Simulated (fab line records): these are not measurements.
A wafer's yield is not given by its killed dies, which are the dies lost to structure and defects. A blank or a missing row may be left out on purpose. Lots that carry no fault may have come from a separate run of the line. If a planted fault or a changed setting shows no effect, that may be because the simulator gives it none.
One fault seen from 2 desks ; flow sky130 ; each desk has only its own numbers; what lay behind them comes last

## DESK OF THE TOOL OWNER: rtpAnneal-01
At SKY_SD_N_RTA_14 (time 2 s), the tool's own readings, given per lot that ran on this tool as the mean of the sampled wafers with a number. If a lot's mean is further than 4 standard deviations from the usual mean, the lot is out of limits and carries the mark OUT (the distance appears in the brackets).
Columns: A = lampPowerPct at SKY_SD_N_RTA_14, usual 15.74 %; B = wafer_temp_C_max at SKY_SD_N_RTA_14, usual 1078.0
lot;first seen here;A;B
L358;day 27 22:59;15.74;1078.6
L360;day 29 01:04;15.71;1078.4
L370;day 31 16:50;15.03 (-14) OUT;1079.4
L372;day 32 10:55;15.01 (-14) OUT;1077.7
L380;day 34 23:02;15.76;1078.4
This desk's verdict: out of limits on L370, L372, starting with L370 at day 31 16:50 (lampPowerPct at SKY_SD_N_RTA_14). L358, L360, L380 stayed within limits.

## FROM THE METROLOGY DESK
What the gauges read, lot by lot, whatever tool the lot ran on: means of the sampled wafers that have a number. If a lot's mean is further than 4 standard deviations from the usual mean, the lot is out of limits and carries the mark OUT (the distance appears in the brackets).
Columns: A = SD_P_TW at SKY_SD_P_TW_MEAS_11, usual 2818; B = SD_N_RS at SKY_SD_N_RS_MEAS_16, usual 68.55 ohm/sq; C = SD_P_RS at SKY_SD_N_RS_MEAS_17, usual 147.0 ohm/sq; D = RES_XHIGH_RS at SKY_SD_N_RS_MEAS_18, usual 332.9 ohm/sq; E = LI_CONTACT_BOW at SKY_LI_CONTACT_BOW_MEAS_03, usual 56 um
lot;first seen here;A;B;C;D;E
L358;day 25 13:03;2806;68.68;147.4;332.4;54
L360;day 26 14:52;2802;68.60;147.0;333.3;53
L363;day 27 11:42;2809;68.38;146.5;333.9;52
L365;day 27 22:06;2809;68.60;147.2;333.4;56
L370;day 29 09:11;2851;71.85 (+22) OUT;165.5 (+40) OUT;335.8;55
L371;day 29 21:29;2854;68.35;146.6;330.0;54
L372;day 30 04:31;2802;72.03 (+23) OUT;166.2 (+42) OUT;333.1;54
L375;day 31 07:22;2801;68.60;147.5;332.9;52
L377;day 31 20:20;2860;68.33;146.4;332.2;57
L379;day 32 13:03;2796;68.39;146.9;333.1;55
L380;day 32 17:54;2853;68.69;147.6;334.0;59
L381;day 33 03:35;2816;68.55;146.8;334.5;48
Finding of this desk: L370, L372 out of limits, first seen on L370 at day 31 17:01 (SD_N_RS at SKY_SD_N_RS_MEAS_16). L358, L360, L363, L365, L371, L375, L377, L379, L380, L381 stayed within limits.

## BROUGHT TOGETHER
The tool owner's desk had the chance to raise an alarm at day 31 16:50 on L370, L372.
An alarm was possible from the metrology desk at day 31 17:01, on L370, L372.
The lots listed all ran SKY_SD_N_RTA_14 on rtpAnneal-01.

## WHAT HAD BEEN PUT IN BY THE SIMULATOR
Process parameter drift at SKY_SD_N_RTA_14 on rtpAnneal-01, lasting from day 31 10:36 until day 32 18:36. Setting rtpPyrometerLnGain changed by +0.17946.
Struck lots among those shown: L370, L372.
Delay (hours) between the fault's onset and each desk's first out-of-limits reading: 6 at the tool owner's desk, 6 at the metrology desk.
